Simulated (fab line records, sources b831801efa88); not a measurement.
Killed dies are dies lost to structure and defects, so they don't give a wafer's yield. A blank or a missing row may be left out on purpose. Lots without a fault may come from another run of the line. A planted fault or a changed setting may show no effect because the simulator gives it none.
fab line records | flow gf180mcu
record lots=13 wafers=39 last_day=34
route steps=602 shown VT_IMPLANT@103 V1@338
lots that met no fault: from a run of the same line without faults
start_h: hours from the record's first day to the start of the lot's first wafer shown | wait_h: hours since the lot's step before | " the same as in the row above | L1.1+2: a row that stands for several wafers | - no value, or no start given | * or withheld: withheld | < > ~ a bound
route shown NAME@n: a module of which the file shows steps, and the number in the route of the first | usual: mean/standard deviation of fault-free wafers | same: alike in all rows | chamber/n: place in a boat | sites: the reading at each site | _std_site: their standard deviation | _edge_site: outer sites' mean less inner sites' | radius_mm: how far each site lies from the wafer's centre | mask NAME#n: copy n | behind: the tool/chamber that last shaped the wafer | hold: why the lot was held/for how many hours/how that ended | device: the transistor (n, p or np) that didn't switch | end of line: the same wafers' tests at the end of the route | a step without rows: its recipe alone | killed: dies lost to structure and defects at the first sort, not the wafer's yield | map: a wafer's dies, x killed, . not, _ none there
set.NAME: the setting as run; set.NAME@STEP: as run at that earlier step | model.NAME: the simulator's own value behind a step, which no gauge read
steps of the route over a sample of lots; a table a step, a row a wafer
services: from which hour (start_h, from the record's first day; less than 0 if before it) a tool's chamber was out of use, for how many hours, and why
## steps
# step GF_VT_IMPLANT_COAT_13
# recipe resist=NOVOLAK spin_rpm=3000 resist_thk_nm=1000
# columns lot.wafer tool chamber start_h wait_h
L973.3+4+6 litho_track-01 0 129.38 0.1
L975.2+4+5 litho_track-04 0 142.48 0.1
L977.3+4+5 litho_track-01 0 157.23 0.1
L978.1+2+6 litho_track-02 0 162.33 0.1
L979.2+4+5 litho_track-04 0 168.43 0.1
L982.2+4+6 litho_track-01 0 188.90 0.1
L986.1+3+5 litho_track-04 0 215.60 0.1
L987.1+3+6 litho_track-01 0 217.43 0.1
L988.3+4+5 litho_track-01 0 226.53 0.1
L991.1+3+5 litho_track-02 0 243.13 0.1
L992.2+3+6 litho_track-04 0 247.02 0.1
L993.3+4+6 litho_track-04 0 257.20 0.1
L994.1+2+4 litho_track-02 0 260.73 0.1
# step GF_VT_IMPLANT_STRIP_20
# recipe chemistry=O2/N2 power_w=1400 pressure_mtorr=1500 platen_temp_c=250 o2_flow_sccm=3000 n2_flow_sccm=300 overash_fraction=0.5
# usual drypump_motor_current_A=5.6/0.47 heater_power_w=323/13 oes_product_au=0.715/0.0043 platen_temp_c=249.99/0.18 strip_time_to_endpoint_s=12.67/0.037
# columns lot.wafer tool chamber start_h wait_h drypump_motor_current_A heater_power_w oes_product_au platen_temp_c rf_hours_counter_h strip_time_to_endpoint_s
L973.3 plasma_asher-03 0 137.20 0.1 6.0 341 0.716 250.19 - 12.64
L973.4 " 1 " " 5.5 328 0.715 249.68 - 12.61
L973.6 " 1 " " 5.5 321 0.719 249.87 - 12.62
L975.2 plasma_asher-04 1 150.22 0.1 4.8 311 0.717 250.31 36 12.70
L975.4 " 1 " " 4.8 310 0.715 250.17 - 12.68
L975.5 " 0 " " 6.1 323 0.723 249.94 - 12.69
L977.3 plasma_asher-04 1 165.70 0.1 4.8 312 0.710 249.93 - 12.68
L977.4 " 0 " " 6.1 333 0.722 249.88 - 12.69
L977.5 " 1 " " 4.8 314 0.717 250.16 - 12.71
L978.1 plasma_asher-03 0 170.87 0.1 6.0 337 0.716 249.87 54 12.68
L978.2 " 1 " " 5.5 324 0.716 250.12 54 12.70
L978.6 " 0 " " 6.0 347 0.717 249.98 - 12.72
L979.2 plasma_asher-04 0 176.72 0.1 6.1 327 0.720 249.83 39 12.68
L979.4 " 1 " " 4.8 314 0.712 250.13 - 12.66
L979.5 " 1 " " 4.8 316 0.722 249.79 - 12.67
L982.2 plasma_asher-02 1 197.97 0.1 5.9 299 0.709 250.00 9 12.70
L982.4 " 0 " " 5.2 320 0.719 249.94 - 12.67
L982.6 " 0 " " 5.2 329 0.710 249.85 - 12.67
L986.1 plasma_asher-02 1 224.49 0.1 5.9 314 0.709 249.87 12 12.66
L986.3 " 1 " " 5.9 307 0.712 250.07 - 12.68
L986.5 " 1 " " 5.9 312 0.712 249.86 - 12.62
L987.1 plasma_asher-03 1 226.47 0.1 5.5 318 0.718 250.42 59 13.01
L987.3 " 1 " " 5.5 319 0.717 250.32 - 12.99
L987.6 " 0 " " 6.0 355 0.716 250.01 - 13.02
L988.3 plasma_asher-02 0 235.00 0.1 5.2 336 0.715 249.84 - 12.94
L988.4 " 1 " " 5.9 307 0.718 249.91 - 12.90
L988.5 " 1 " " 5.9 302 0.711 249.98 - 12.95
L991.1 plasma_asher-02 0 252.92 0.1 5.2 332 0.717 249.84 15 12.61
L991.3 " 1 " " 6.0 314 0.721 249.62 - 12.63
L991.5 " 1 " " 5.9 302 0.715 249.96 - 12.62
L992.2 plasma_asher-03 1 256.31 0.1 5.5 316 0.712 250.26 63 12.73
L992.3 " 0 " " 6.0 352 0.719 250.00 - 12.74
L992.6 " 1 " " 5.5 321 0.718 249.86 - 12.74
L993.3 plasma_asher-02 0 266.40 0.1 5.2 329 0.715 250.12 - 12.68
L993.4 " 1 " " 6.0 300 0.717 249.99 - 12.67
L993.6 " 1 " " 5.9 315 0.712 249.85 - 12.68
L994.1 plasma_asher-03 0 270.52 0.1 6.0 344 0.724 250.11 64 12.57
L994.2 " 1 " " 5.5 319 0.714 250.03 64 12.57
L994.4 " 1 " " 5.5 319 0.710 250.11 - 12.60
# step GF_V1_THK_MEAS_03
# recipe reads=SiO2_of_V1_CVD_02
# usual V1_CVD_02_THK=851/10
# columns lot.wafer tool chamber start_h wait_h V1_CVD_02_THK[nm]
L973.3 film_metro-04 - 402.88 0.1 843
L973.4 " - " " 859
L973.6 " - " " 842
L975.2 film_metro-01 - 435.46 0.0 838
L975.4 " - " " 850
L975.5 " - " " 852
L978.1 film_metro-03 - 450.78 0.0 828
L978.2 " - " " 839
L978.6 " - " " 847
L977.3 film_metro-01 - 456.60 0.1 835
L977.4 " - " " 849
L977.5 " - " " 850
L979.2 film_metro-01 - 468.44 0.0 855
L979.4 " - " " 856
L979.5 " - " " 856
L982.2 film_metro-03 - 494.34 0.0 861
L982.4 " - " " 854
L982.6 " - " " 875
L986.1 film_metro-04 - 523.13 0.0 840
L986.3 " - " " 840
L986.5 " - " " 848
L987.1 film_metro-03 - 530.28 0.0 859
L987.3 " - " " 851
L987.6 " - " " 865
L988.3 film_metro-04 - 540.97 0.1 863
L988.4 " - " " 852
L988.5 " - " " 848
L991.1 film_metro-04 - 562.88 0.0 848
L991.3 " - " " 840
L991.5 " - " " 857
L992.2 film_metro-01 - 563.54 0.0 835
L992.3 " - " " 849
L992.6 " - " " 856
L993.3 film_metro-03 - 574.32 0.1 849
L993.4 " - " " 849
L993.6 " - " " 848
L994.1 film_metro-03 - 581.55 0.0 853
L994.2 " - " " 841
L994.4 " - " " 857
# step GF_V1_CMP_04
# recipe material=SiO2 down_force_psi=4 platen_rpm=60 pad_velocity_m_s=0.94248
# usual motor_current_A=12.5/0.89 time_to_endpoint_s=78/5.1
# columns lot.wafer tool chamber start_h wait_h motor_current_A time_to_endpoint_s
L973.3 cmp-01 3 402.92 0.0 11.9 75
L973.4 " 2 " " 13.2 77
L973.6 " 3 " " 11.6 71
L975.4 cmp-02 1 435.61 0.1 13.7 74
L975.2 " 2 " " 12.3 71
L975.5 " 0 " " 11.8 74
L978.1 cmp-01 3 450.89 0.1 11.4 69
L978.2 " 0 " " 11.3 72
L978.6 " 3 " " 11.4 76
L977.4 cmp-02 0 456.83 0.2 12.7 73
L977.3 " 1 " " 14.3 71
L977.5 " 1 " " 14.0 75
L979.2 cmp-02 0 468.49 0.0 13.7 79
L979.4 " 2 " " 12.4 78
L979.5 " 0 " " 12.6 79
L982.2 cmp-02 0 494.44 0.1 12.2 77
L982.4 " 1 " " 13.4 79
L982.6 " 0 " " 13.7 83
L986.3 cmp-02 3 523.29 0.1 12.8 73
L986.1 " 0 " " 13.2 70
L986.5 " 2 " " 12.5 74
L987.3 cmp-02 0 530.34 0.0 12.2 80
L987.1 " 3 " " 11.9 87
L987.6 " 1 " " 12.8 88
L988.4 cmp-01 3 541.06 0.1 12.3 75
L988.3 " 0 " " 11.0 82
L988.5 " 2 " " 13.0 70
L991.1 cmp-01 0 563.04 0.1 11.2 73
L991.3 " 1 " " 12.0 75
L991.5 " 3 " " 11.9 77
L992.3 cmp-02 2 563.59 0.0 12.7 79
L992.2 " 3 " " 12.2 78
L992.6 " 3 " " 12.6 83
L993.4 cmp-02 3 574.36 0.0 12.3 79
L993.3 " 2 " " 11.9 85
L993.6 " 3 " " 12.2 82
L994.2 cmp-02 0 581.61 0.0 13.2 74
L994.4 " 1 " " 13.4 82
L994.1 " 2 " " 12.2 78
# step GF_V1_SPUTTER_21
# recipe material=Ti target_thk_nm=15 chamber_pressure_pa=5 power_w=2500 substrate_temp_c=200 time_s=80.02
# usual chamber_pressure_pa=5.000/0.011 throttle_valve_pct=30.1/0.95
# columns lot.wafer tool chamber start_h wait_h chamber_pressure_pa throttle_valve_pct
L973.3 pvd_sputter-01 - 426.69 0.0 5.011 29.1
L973.4 " - " " 4.996 30.8
L973.6 " - " " 5.001 31.1
L975.2 pvd_sputter-01 - 461.06 0.0 5.018 29.7
L975.4 " - " " 5.010 29.4
L975.5 " - " " 4.995 29.8
L978.1 pvd_sputter-03 - 476.88 0.0 5.014 29.6
L978.2 " - " " 4.994 30.4
L978.6 " - " " 4.997 30.5
L977.3 pvd_sputter-01 - 482.39 0.0 5.001 29.4
L977.4 " - " " 5.001 29.3
L977.5 " - " " 5.000 29.2
L979.2 pvd_sputter-03 - 493.03 0.0 5.002 31.9
L979.4 " - " " 5.003 30.3
L979.5 " - " " 5.001 30.3
L982.2 pvd_sputter-03 - 519.35 0.0 5.004 30.3
L982.4 " - " " 5.011 29.6
L982.6 " - " " 5.008 29.6
L986.1 pvd_sputter-01 - 547.16 0.0 5.006 28.9
L986.3 " - " " 4.992 31.2
L986.5 " - " " 4.991 31.2
L987.1 pvd_sputter-03 - 553.96 0.0 4.973 29.6
L987.3 " - " " 5.001 30.4
L987.6 " - " " 4.993 31.7
L988.3 pvd_sputter-01 - 565.06 0.0 4.983 29.2
L988.4 " - " " 5.020 29.2
L988.5 " - " " 4.995 29.5
L991.1 pvd_sputter-02 - 585.15 0.0 5.021 28.6
L991.3 " - " " 4.988 31.0
L991.5 " - " " 4.996 30.2
L992.2 pvd_sputter-03 - 585.42 0.0 5.010 29.8
L992.3 " - " " 4.984 29.5
L992.6 " - " " 4.994 30.5
L993.3 pvd_sputter-01 - 596.29 0.0 5.000 29.2
L993.4 " - " " 5.005 31.1
L993.6 " - " " 5.005 29.3
L994.1 pvd_sputter-03 - 604.17 0.0 4.992 32.0
L994.2 " - " " 4.998 29.7
L994.4 " - " " 5.008 30.1
## services
# columns tool chamber start_h hours kind
plasma_asher-02 - 108.77 9.0 pm
pvd_sputter-01 - 110.07 4.9 repair
cmp-02 - 126.19 5.1 pm
pvd_sputter-03 - 126.98 2.9 repair
plasma_asher-03 - 189.54 0.7 repair
plasma_asher-03 - 194.96 9.5 pm
plasma_asher-02 - 236.46 3.6 repair
pvd_sputter-01 - 244.26 0.9 repair
pvd_sputter-03 - 245.37 14.4 repair
cmp-02 - 247.02 2.4 repair
cmp-02 - 259.46 4.8 repair
plasma_asher-02 - 301.96 2.8 pm
pvd_sputter-01 - 326.53 5.9 repair
cmp-02 - 344.06 4.3 repair
cmp-02 - 366.45 1.1 repair
cmp-02 - 379.52 5.8 pm
cmp-02 - 397.28 1.0 repair
plasma_asher-02 - 399.65 2.5 repair
cmp-02 - 404.00 4.0 pm
pvd_sputter-01 - 444.51 1.9 repair
cmp-02 - 496.59 3.4 repair
pvd_sputter-01 - 505.14 5.0 repair
cmp-02 - 542.34 1.9 repair
pvd_sputter-03 - 586.31 6.3 repair
## key
first_sign step=GF_VT_IMPLANT_STRIP_20 reading=strip_time_to_endpoint_s direction=up sigmas=8.3 usual=* struck=*
effect none on later readings
met_at GF_VT_IMPLANT_COAT_13
struck_lots L987,L988
tester_left_out L987,L988
not_acting_at GF_V1_THK_MEAS_03,GF_V1_CMP_04,GF_V1_SPUTTER_21
onset_between 188.90 217.43
fault kind=process_parameter_drift tool=litho_track-01 chamber=- onset_h=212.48 steps=GF_VT_IMPLANT_COAT_13 channel=resist_thk_nm offset=* shape=step end_h=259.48 acts_in=* stated=*
# tester_left_out: of these lots the tester's yield and bins aren't shown, on N5 and GAA mostly nor the transistor test; their killed dies are dies lost to structure and defects alone, not to doping, threshold or leakage, so they don't give the yield
